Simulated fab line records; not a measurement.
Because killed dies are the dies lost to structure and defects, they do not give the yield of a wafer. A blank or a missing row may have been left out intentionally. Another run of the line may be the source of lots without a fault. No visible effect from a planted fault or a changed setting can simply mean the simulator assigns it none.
Struck lot and sound lot, side by side / flow sky130 / 16 out of 708 route steps
Sound: these wafers, L530.1, L530.4, L530.5. Struck: wafer L543.1. (L543.3, L543.4 of the same lot were not struck and are left out.) The cause comes at the end.
For every step that has rows: the tool of each side, followed by ch and its chambers, followed by its first start. Under that, the readings that differ: sound wafers / struck wafers / difference of the means / sigmas: that difference in standard deviations of wafers without a fault.
alike: readings whose means differ by less than 2 such deviations, and words and numbers that are the same on both sides. not compared: withheld readings, readings that some wafer has no value for, bounds like >300 that may hide the same value, and numbers for which the record gives no deviation and whose values overlap.
A row with sigmas, a row that says differs or no value, or rows on one side alone: a step with any of these is where the two part. Numbers that don't overlap but have no deviation are shown without sigmas and don't part them. A reading missing from all wafers of one side parts the sides only when that side holds two or more wafers.

first, 2 steps without rows for these wafers: SKY_METAL4_PEB_11; SKY_METAL4_DEVELOP_12 (develop time 60 s).
SKY_METAL4_CD_MEAS_13 targets a cd of 300 nm.
  sound: cd_sem-02 at day 42 14:43; struck: cd_sem-02 at day 45 20:13
  alike: cd_nm
SKY_METAL4_OVL_MEAS_14:
  sound: overlay-02 at day 42 14:50; struck: overlay-01 at day 45 20:20
reading=METAL4_OVL (nm); sound=-5 -9 -10; struck=7; difference=+15; sigmas=+2
SKY_METAL4_DESCUM_15: chemistry O2, time 8 s.
  sound on rie_metal-03 ch 1, day 42 14:53; struck on rie_metal-04 ch 1, day 45 20:23
  alike: drypump_motor_current_A, oes_product_au
  not compared: rf_hours_counter_h
SKY_METAL4_ETCH_16: etches BARC in N2/H2, stops on SiO2, time 88.2 s, target depth 60 nm.
  sound on rie_metal-03 ch 1, day 42 14:56; struck on rie_metal-04 ch 1, day 45 20:25
  alike: bias_w, drypump_motor_current_A, oes_product_au, throttle_valve_pct
  not compared: rf_hours_counter_h
SKY_METAL4_ETCH_17: etches SiO2 in C4F8/O2/Ar, stops on TiN, time 3.9 s, target depth 15 nm.
  sound on rie_diel-03 ch 1,2,3, day 42 15:08; struck on rie_diel-04 ch 0, day 45 20:31
  alike: bias_w, oes_product_au
  not compared: rf_hours_counter_h
SKY_METAL4_METAL_ETCH_18: etches the open film in Cl2/BCl3, stops on SiO2, target depth 845 nm, time 183.1 s.
  sound on rie_metal-02 ch 0,1, day 42 15:10; struck on rie_metal-03 ch 0, day 45 20:32
  alike: bias_w, drypump_motor_current_A, oes_product_au, throttle_valve_pct
  not compared: rf_hours_counter_h
then, 4 steps without rows for these wafers: SKY_METAL4_STRIP_19 (strips in O2/N2); SKY_METAL4_STRIP_20 (strips in post etch residue remover, time 1200 s); SKY_METAL4_CLEAN_21 (cleans in IPA, time 180 s); SKY_METAL4_CLEAN_22 (cleans in O3/DIW).
SKY_VIA4_HDPCVD_00: deposits SiO2, target thk 1750 nm, time 291.7 s.
  sound on hdpcvd-01 ch 0,1,2, day 42 15:58; struck on hdpcvd-02 ch 0, day 45 21:18
reading=run_length_s (s); sound=319.2 320.5 320.1; struck=349.1; difference=+29.2; sigmas=+57
reading=model.SiO2_of_VIA4_HDPCVD_00.thk_nm (nm); sound=1730 1752 1720; struck=1963; difference=+229; sigmas=
SKY_VIA4_THK_MEAS_01:
  sound: film_metro-02 at day 42 16:09; struck: film_metro-02 at day 45 21:29
reading=VIA4_HDPCVD_THK (nm); sound=1730 1752 1720; struck=1964; difference=+230; sigmas=+12
SKY_VIA4_CMP_02: polishes SiO2.
  sound on cmp-02 ch 0,1,2, day 42 16:16; struck on cmp-01 ch 2, day 45 21:32
  alike: motor_current_A
SKY_PAD_OPEN_PROBE_99:
  rows exist in the record for the sound wafers here (prober-02, day 46 14:10), none for the struck ones

== WHERE THEY PART ==
At SKY_METAL4_OVL_MEAS_14 first; at SKY_PAD_OPEN_PROBE_99 last (within this record only).

WHY: the cause the simulator had injected
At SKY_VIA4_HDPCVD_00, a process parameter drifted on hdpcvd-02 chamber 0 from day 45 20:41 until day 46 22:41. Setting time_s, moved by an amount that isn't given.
